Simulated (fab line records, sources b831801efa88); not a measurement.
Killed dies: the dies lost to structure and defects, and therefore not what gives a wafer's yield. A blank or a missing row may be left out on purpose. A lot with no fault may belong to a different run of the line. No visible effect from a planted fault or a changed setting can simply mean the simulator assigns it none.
Which of the tools did it? | flow gf180mcu | 7 lots, 21 wafers sampled, at 2 steps of a route of 602

## WHAT THE GAUGES SHOWED, per wafer
GF_MIM_THK_MEAS_11: measures by xrf.
lot  | measured     | on            | MIM_ALCU_THK (nm)
L413 | day 25 01:41 | film metro-04 | 197.0 195.6 197.6
L415 | day 26 01:53 | film metro-03 | 198.1 199.0 200.1
L423 | day 28 16:37 | film metro-03 | 200.2 199.4 198.2
L426 | day 29 09:42 | film metro-04 | 201.4 201.3 200.5
L428 | day 30 05:23 | film metro-04 | 204.9 202.5 200.3
L431 | day 31 08:19 | film metro-02 | 203.4 201.8 200.7
L435 | day 32 01:31 | film metro-02 | 202.6 201.6 205.2

## WHICH TOOL RAN EACH LOT (tool, then ch and the chambers of the sampled wafers, then the start)
lot  | GF_V2_SPUTTER_22
L413 | pvd sputter-03, day 20 18:10
L415 | pvd sputter-04, day 21 22:04
L423 | pvd sputter-03, day 24 19:41
L426 | pvd sputter-02, day 25 18:19
L428 | pvd sputter-04, day 26 15:35
L431 | pvd sputter-04, day 27 20:05
L435 | pvd sputter-03, day 28 15:11
- GF_V2_SPUTTER_22: material TiN, target thk 10 nm, time 40 s.

## THE ANSWER, worked out from the rows above alone
Rule: usual is defined by the lots themselves. The widest of any qualifying gaps counts: lots, ordered by their means at a reading, are off when they make up no more than a third of the lots, leave a main group of 4 or more, and stand apart from it by 3 or more times the standard deviation of that group's means. The tables above print the reading to a certain number of digits; a main group whose means all agree to those digits is not used. A lot without any number at a reading at which 4 lots or more have one is off too. All remaining lots with rows at the step are treated as sound.
None of the lots is off at any reading shown; this tells nothing.

## WHAT THE SIMULATOR PUT IN
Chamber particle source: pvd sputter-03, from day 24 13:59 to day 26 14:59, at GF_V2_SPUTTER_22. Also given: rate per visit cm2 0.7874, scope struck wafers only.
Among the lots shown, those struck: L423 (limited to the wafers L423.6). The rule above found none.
